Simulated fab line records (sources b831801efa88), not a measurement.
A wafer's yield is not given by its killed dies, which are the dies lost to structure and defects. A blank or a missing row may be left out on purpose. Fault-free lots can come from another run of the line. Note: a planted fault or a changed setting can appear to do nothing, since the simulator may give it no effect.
One fault seen from 2 desks ; flow sky130 ; every desk sees just its own numbers, and what lay behind them comes last

== AT THE METROLOGY DESK ==
Lot by lot, what the gauges showed, no matter which tool ran the lot: averages of those sampled wafers that carry a number. The brackets show how far a lot's mean lies from the usual mean; more than 4 standard deviations puts the lot out of limits, marked OUT.
Columns: A = LDD_HVP_OVL at SKY_LDD_HVP_OVL_MEAS_07, usual 0.7 nm; B = cd_nm at SKY_SD_P_CD_MEAS_07, usual 379.0 nm; C = SD_N_RS at SKY_SD_N_RS_MEAS_16, usual 68.58 ohm/sq
lot;first seen here;A;B;C
L257;day 22 09:56;1.2;381.6;68.55
L259;day 23 05:59;1.5;378.0;68.58
L261;day 23 21:28;1.4;378.9;68.71
L260;day 24 01:59;0.5;375.9;70.27 (+13) OUT
L262;day 24 15:23;0.9;379.2;70.47 (+15) OUT
L272;day 27 20:13;1.5;378.7;68.69
L273;day 28 03:16;-1.6;377.4;68.49
L275;day 29 03:28;-0.7;378.5;68.36
L276;day 29 05:59;-0.5;380.1;68.59
L278;day 29 13:43;0.4;383.8;68.59
L277;day 29 16:38;1.1;378.2;68.73
Per this desk, out of limits: L260, L262; the first was L260, day 30 08:03 (SD_N_RS at SKY_SD_N_RS_MEAS_16). L257, L259, L261, L272, L273, L275, L276, L278, L277 stayed within limits.

== AT THE TOOL OWNER'S DESK: implanter-01 ==
SKY_SD_N_IMPLANT_09, tool's own readings: per-lot mean of the sampled wafers with a number, covering each lot this tool ran. The brackets show how far a lot's mean lies from the usual mean; more than 4 standard deviations puts the lot out of limits, marked OUT.
Columns: A = beam_energy_keV at SKY_SD_N_IMPLANT_09, usual 49.998; B = beam_on_s at SKY_SD_N_IMPLANT_09, usual 17.9 s; C = faraday_current_uA at SKY_SD_N_IMPLANT_09, usual 12256
lot;first seen here;A;B;C
L257;day 28 16:28;49.992;18.3;11977
L259;day 29 11:22;49.997;18.3;11994
L261;day 30 03:17;50.010;18.1;12114
L260;day 30 07:22;47.753 (-99 or more) OUT;18.6;11813
L262;day 30 18:04;47.726 (-99 or more) OUT;18.3;11974
L273;day 33 23:20;50.032;18.2;12062
L275;day 35 00:01;50.027;18.0;12161
L277;day 35 10:35;49.982;18.4;11915
Finding of this desk: L260, L262 out of limits; the first was L260 at day 30 07:22, on beam_energy_keV at SKY_SD_N_IMPLANT_09. L257, L259, L261, L273, L275, L277 stayed within limits.

== PUT TOGETHER ==
The tool owner's desk could have raised an alarm at day 30 07:22, on L260, L262.
On L260, L262, the metrology desk was in a position to raise an alarm at day 30 08:03.
The lots listed all ran SKY_SD_N_IMPLANT_09 on implanter-01.

== WHAT THE SIMULATOR HAD PUT IN ==
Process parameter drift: implanter-01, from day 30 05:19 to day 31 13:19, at SKY_SD_N_IMPLANT_09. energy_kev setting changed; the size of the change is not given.
Shown lots that were struck: L260, L262.
Hours from the fault's start to each desk's first reading out of limits: the tool owner's desk, 2; the metrology desk, 3.
